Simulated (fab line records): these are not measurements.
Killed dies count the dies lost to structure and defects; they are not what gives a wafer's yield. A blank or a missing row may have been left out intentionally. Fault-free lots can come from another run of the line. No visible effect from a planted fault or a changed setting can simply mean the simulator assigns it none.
Comparing a struck lot with a sound one / flow sky130 / 43 steps out of a route of 708
Sound: the wafers L413.2, L413.4, L413.5. Struck: wafer L420.4 (L420.1, L420.3, from the same lot, were not struck and are left out); the cause is given at the end.
For every step that has rows: the tool of each side, followed by ch and its chambers, followed by its first start. Under that, the readings that differ: sound wafers / struck wafers / difference of the means / sigmas: that difference in standard deviations of wafers without a fault.
alike: readings whose means differ by less than 2 such deviations, and words and numbers that are the same on both sides. not compared: withheld readings, readings that some wafer has no value for, bounds like >300 that may hide the same value, and numbers for which the record gives no deviation and whose values overlap.
A row with sigmas, a row that says differs or no value, or rows on one side alone: a step with any of these is where the two part. Numbers that don't overlap but have no deviation are shown without sigmas and don't part them. A reading missing from all wafers of one side parts the sides only when that side holds two or more wafers.

first, 8 steps without rows for these wafers: SKY_POLY_GATE_DEHYDRATE_05 (time 60 s); SKY_POLY_GATE_HMDS_06 (prime time 60 s); SKY_POLY_GATE_COAT_07 (resist thk 110 nm); SKY_POLY_GATE_COAT_08 (resist thk 450 nm); SKY_POLY_GATE_SOFTBAKE_09 (time 90 s); SKY_POLY_GATE_EXPOSE_10 (exposes mask P1M, target cd 150 nm); SKY_POLY_GATE_PEB_11; SKY_POLY_GATE_DEVELOP_12 (develop time 60 s).
SKY_POLY_GATE_CD_MEAS_13: target cd 150 nm.
  sound on cd_sem-02 at day 17 20:39; struck on cd_sem-02 at day 21 14:26
  alike: cd_nm
SKY_POLY_GATE_OVL_MEAS_14:
  sound on overlay-01 at day 17 20:45; struck on overlay-01 at day 21 14:33
  alike: POLY_GATE_OVL
SKY_POLY_GATE_ETCH_15: etches BARC in N2/H2, stops on SiO2, time 118.5 s, target depth 110 nm.
  sound on rie_diel-02 ch 0,2, day 17 20:47; struck on rie_diel-04 ch 2, day 21 14:35
reading=drypump_motor_current_A (A); sound=5.9 6.4 6.4; struck=4.9; difference=-1.3; sigmas=-3
reading=h2_flow_sccm (sccm); sound=200.3 199.9 200.7; struck=199.0; difference=-1.3; sigmas=-2
  alike: n2_flow_sccm, oes_product_au, throttle_valve_pct
  not compared: rf_hours_counter_h
SKY_POLY_GATE_ETCH_16: etches Si3N4 in CH3F/O2, stops on poly-Si, time 147.5 s, target depth 75 nm.
  sound on rie_diel-02 ch 0,2, day 17 20:55; struck on rie_diel-04 ch 2, day 21 14:40
reading=drypump_motor_current_A (A); sound=5.9 6.4 6.4; struck=4.9; difference=-1.3; sigmas=-3
  alike: oes_product_au, throttle_valve_pct
  not compared: rf_hours_counter_h
SKY_POLY_GATE_ETCH_17: etches poly-Si in HBr/Cl2, stops on SiO2, target depth 180 nm, time 70.5 s.
  sound on rie_si-01 ch 0,1, day 17 21:04; struck on rie_si-01 ch 1, day 21 14:46
  alike: drypump_motor_current_A, oes_product_au, throttle_valve_pct
  not compared: rf_hours_counter_h
SKY_POLY_GATE_STRIP_18: strips in O2/N2.
  sound on plasma_asher-02 ch 0,1, day 17 21:07; struck on plasma_asher-04 ch 1, day 21 14:49
reading=strip_time_to_endpoint_s (s); sound=3.21 3.18 3.20; struck=3.28; difference=+0.08; sigmas=+2
  alike: drypump_motor_current_A, n2_flow_sccm, o2_flow_sccm, oes_product_au
  not compared: rf_hours_counter_h
then, 2 steps without rows for these wafers: SKY_POLY_GATE_CLEAN_19 (cleans in SC1/SC2, time 150 s); SKY_POLY_GATE_OXIDATION_20 (stabilise 600 s, purge 300 s, target thk 4 nm).
SKY_POLY_GATE_THK_MEAS_21:
  sound on film_metro-01 at day 18 03:49; struck on film_metro-02 at day 21 16:28
  alike: POLY_GATE_OXIDATION_THK
SKY_POLY_GATE_CD_MEAS_22:
  sound on cd_sem-01 at day 18 03:53; struck on cd_sem-01 at day 21 16:32
  alike: cd_nm
then, 7 steps without rows for these wafers: SKY_LDD_N_DEHYDRATE_00 (time 60 s); SKY_LDD_N_HMDS_01 (prime time 60 s); SKY_LDD_N_COAT_02 (resist thk 300 nm); SKY_LDD_N_SOFTBAKE_03 (time 60 s); SKY_LDD_N_EXPOSE_04 (exposes mask NTM, target cd 840 nm); SKY_LDD_N_PEB_05; SKY_LDD_N_DEVELOP_06 (develop time 60 s).
SKY_LDD_N_OVL_MEAS_07:
  sound on overlay-02 at day 19 08:28; struck on overlay-02 at day 22 22:56
reading=LDD_N_OVL (nm); sound=0.1 -2.3 -0.4; struck=-4.9; difference=-4.0; sigmas=-3
then, 8 steps without rows for these wafers: SKY_LDD_N_IMPLANT_08; SKY_LDD_N_IMPLANT_09; SKY_LDD_N_IMPLANT_10; SKY_LDD_N_IMPLANT_11; SKY_LDD_N_IMPLANT_12; SKY_LDD_N_IMPLANT_13; SKY_LDD_N_IMPLANT_14; SKY_LDD_N_IMPLANT_15.
SKY_LDD_N_STRIP_16: strips in O2/N2.
  sound on plasma_asher-04 ch 0,1, day 19 09:41; struck on plasma_asher-04 ch 0, day 23 00:10
  alike: drypump_motor_current_A, n2_flow_sccm, o2_flow_sccm, oes_product_au, strip_time_to_endpoint_s
  not compared: rf_hours_counter_h
SKY_LDD_N_TW_MEAS_17:
  sound on film_metro-04 at day 19 09:48; struck on film_metro-03 at day 23 00:16
  alike: LDD_N_TW
then, 6 steps without rows for these wafers: SKY_LDD_P_DEHYDRATE_00 (time 60 s); SKY_LDD_P_HMDS_01 (prime time 60 s); SKY_LDD_P_COAT_02 (resist thk 1140 nm); SKY_LDD_P_SOFTBAKE_03 (time 60 s); SKY_LDD_P_EXPOSE_04 (exposes mask PSDM, target cd 380 nm); SKY_LDD_P_PEB_05.
-- a jump in the record: the struck wafers' starts before and after are 26 days apart (it breaks off in module LDD_P and resumes in module PAD_OPEN, where the first step shown is number 708 of the route) --
SKY_PAD_OPEN_PROBE_99:
  rows exist in the record for the struck wafers here (prober-02, day 49 02:32), but not for the sound ones

WHERE THEY PART
Earliest at SKY_POLY_GATE_ETCH_15; latest, in this record, at SKY_PAD_OPEN_PROBE_99.

WHY: the cause the simulator had injected
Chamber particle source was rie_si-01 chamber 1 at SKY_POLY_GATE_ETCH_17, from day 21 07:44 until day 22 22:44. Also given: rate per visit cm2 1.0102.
